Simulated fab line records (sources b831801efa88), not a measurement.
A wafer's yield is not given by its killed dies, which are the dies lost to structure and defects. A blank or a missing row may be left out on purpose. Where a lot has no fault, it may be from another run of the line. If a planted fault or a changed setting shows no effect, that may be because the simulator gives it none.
Chamber matching | flow gf180mcu | 4 sister chambers for GF_V3_CMP_26 on cmp-02
The step polishes, stops on SiO2, t overpolish 15 s, target thk 0 nm. 14 wafers are shown with their chamber, then 7 later ones without.

## EACH WAFER AND ITS CHAMBER
wafer  | chamber | motor current A (A) | time to endpoint s (s) | overpolish run s (s)
L438.2 | 1       | 11.6                | 84.1                   | 14.995
L438.5 | 1       | 11.3                | 87.9                   | 14.994
L438.6 | 2       | 11.8                | 79.2                   | 15.008
L439.3 | 3       | 10.0                | 82.1                   | 15.016
L439.4 | 0       | 10.2                | 79.9                   | 14.994
L439.5 | 0       | 10.6                | 79.0                   | 15.009
L441.1 | 1       | 11.6                | 86.9                   | 14.990
L441.2 | 0       | 10.4                | 78.4                   | 15.013
L441.6 | 1       | 12.2                | 89.8                   | 14.987
L453.1 | 2       | 11.6                | 85.6                   | 15.025
L453.2 | 0       | 10.3                | 82.3                   | 15.000
L453.3 | 1       | 11.7                | 88.2                   | 14.993
L454.1 | 2       | 11.8                | 85.6                   | 14.996
L454.4 | 1       | 12.1                | 85.0                   | 14.995

SIGNATURES, as means of the wafers listed above
reading            | chamber 0 | chamber 1 | chamber 2 | chamber 3 | scatter within a chamber
motor current A    | 10.375    | 11.750    | 11.733    | 10.000    | 0.263
time to endpoint s | 79.900    | 86.983    | 83.467    | 82.100    | 2.42
overpolish run s   | 15.00400  | 14.99233  | 15.00967  | 15.01600  | 0.00835
Rule: for each reading, subtract the chamber's mean from the wafer's reading, divide by that reading's scatter and square the result; add these up over the readings and take the root, which gives the wafer's distance from the chamber. If the next closest chamber is less than 2 further off than the closest, the wafer can't be placed; otherwise it belongs to the closest. How the scatter is found: for the shown wafers, subtract from each reading the mean of its chamber, square and add these, divide the total by (wafers less chambers), then take the root.

## WAFERS WHOSE CHAMBER IS MISSING
wafer  | motor current A (A) | time to endpoint s (s) | overpolish run s (s)
L454.5 | 12.1                | 82.7                   | 14.998
L455.2 | 10.7                | 87.7                   | 14.993
L455.3 | 10.4                | 81.7                   | 15.014
L455.4 | 11.9                | 87.9                   | 15.009
L459.1 | 11.2                | 88.8                   | 14.989
L459.2 | 10.4                | 81.2                   | 15.017
L459.6 | 10.7                | 82.5                   | 15.010

## EACH ONE'S CHAMBER
wafer  | from the rows above               | in truth
L454.5 | can't be placed: 2 or 1           | 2
L455.2 | can't be placed: 0 or 1 or 3 or 2 | 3
L455.3 | can't be placed: 0 or 3           | 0
L455.4 | can't be placed: 2 or 1           | 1
L459.1 | can't be placed: 1 or 2           | 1
L459.2 | can't be placed: 3 or 0           | 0
L459.6 | can't be placed: 0 or 3           | 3
Correctly placed: 0 of 7. Can't be placed from these rows: 7 (the true chamber is among the candidates in 7). Number placed wrongly: 0.
